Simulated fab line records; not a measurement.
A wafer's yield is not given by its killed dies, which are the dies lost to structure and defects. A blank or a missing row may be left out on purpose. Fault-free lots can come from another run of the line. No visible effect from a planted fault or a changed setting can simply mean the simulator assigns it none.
Check for tools in common -- flow sky130 -- Sample size 13 lots and 39 wafers

THE REASON FOR OPENING IT
Of 13 lots, 3 have the reading VT_ADJUST_HVTP_TW flagged at SKY_VT_ADJUST_HVTP_TW_MEAS_11. Fault-free wafers read 1360, with a standard deviation of 7.1.
Rule: a lot gets a flag if all its wafers with a number sit over 4 standard deviations from that mean, or if no wafer of it has a number. As for the other lots, they are considered sound.

lot,measured,on,"VT_ADJUST_HVTP_TW, wafer by wafer",flag
L203,day 6 02:45,filmMetro-02,1351 1353 1355,
L205,day 6 19:02,filmMetro-04,1700 1687 1689,FLAGGED
L206,day 7 00:13,filmMetro-04,1360 1356 1363,
L209,day 7 18:52,filmMetro-02,1686 1691 1688,FLAGGED
L213,day 8 15:50,filmMetro-03,1352 1349 1357,
L214,day 8 22:05,filmMetro-04,1707 1698 1705,FLAGGED
L216,day 9 13:50,filmMetro-02,1367 1376 1359,
L217,day 9 16:16,filmMetro-03,1363 1358 1360,
L218,day 10 02:27,filmMetro-02,1375 1375 1371,
L220,day 10 14:40,filmMetro-02,1366 1367 1365,
L221,day 10 21:41,filmMetro-02,1363 1360 1363,
L223,day 11 08:08,filmMetro-04,1363 1362 1368,
L224,day 11 17:39,filmMetro-03,1349 1350 1352,
The numbers of the flagged lots are 1695 on average: +335 against the usual, or +47 standard deviations.

WHICH TOOL EACH LOT WENT THROUGH
The record holds 1 process step before the reading, out of a route of 708 steps. Cell contents, in order: the tool; ch with the chambers the sampled wafers went through; the start.
lot,flag,SKY_VT_ADJUST_HVTP_IMPLANT_09
L203,,"implanter-03 ch 0, day 6 02:30"
L205,FLAGGED,"implanter-04 ch 0, day 6 18:30"
L206,,"implanter-04 ch 0, day 6 23:59"
L209,FLAGGED,"implanter-02 ch 0, day 7 18:12"
L213,,"implanter-02 ch 0, day 8 15:35"
L214,FLAGGED,"implanter-04 ch 0, day 8 21:32"
L216,,"implanter-02 ch 0, day 9 13:37"
L217,,"implanter-02 ch 0, day 9 16:03"
L218,,"implanter-03 ch 0, day 10 02:13"
L220,,"implanter-04 ch 0, day 10 14:26"
L221,,"implanter-03 ch 0, day 10 21:28"
L223,,"implanter-03 ch 0, day 11 07:53"
L224,,"implanter-02 ch 0, day 11 17:24"
These steps, and what they do:
- SKY_VT_ADJUST_HVTP_IMPLANT_09
- SKY_VT_ADJUST_HVTP_TW_MEAS_11

FLAGGED AGAINST TOTAL, ONE TOOL AT A TIME (gauges that did the reading follow at the end)
step,tool,lots run,flagged,share of the flagged lots,sound lots run after its first flagged lot
SKY_VT_ADJUST_HVTP_IMPLANT_09,implanter-02,5,1,some,"4 (L213,L216,L217,L224)"
SKY_VT_ADJUST_HVTP_IMPLANT_09,implanter-03,4,0,none,-
SKY_VT_ADJUST_HVTP_IMPLANT_09,implanter-04,4,2,some,"2 (L206,L220)"
SKY_VT_ADJUST_HVTP_TW_MEAS_11,filmMetro-02,6,1,some,"4 (L216,L218,L220,L221)"
SKY_VT_ADJUST_HVTP_TW_MEAS_11,filmMetro-03,3,0,none,-
SKY_VT_ADJUST_HVTP_TW_MEAS_11,filmMetro-04,4,2,some,"2 (L206,L223)"

WHAT THE TABLE PERMITS
No row of the table ran every flagged lot.

WHAT HAD BEEN PUT IN BY THE SIMULATOR
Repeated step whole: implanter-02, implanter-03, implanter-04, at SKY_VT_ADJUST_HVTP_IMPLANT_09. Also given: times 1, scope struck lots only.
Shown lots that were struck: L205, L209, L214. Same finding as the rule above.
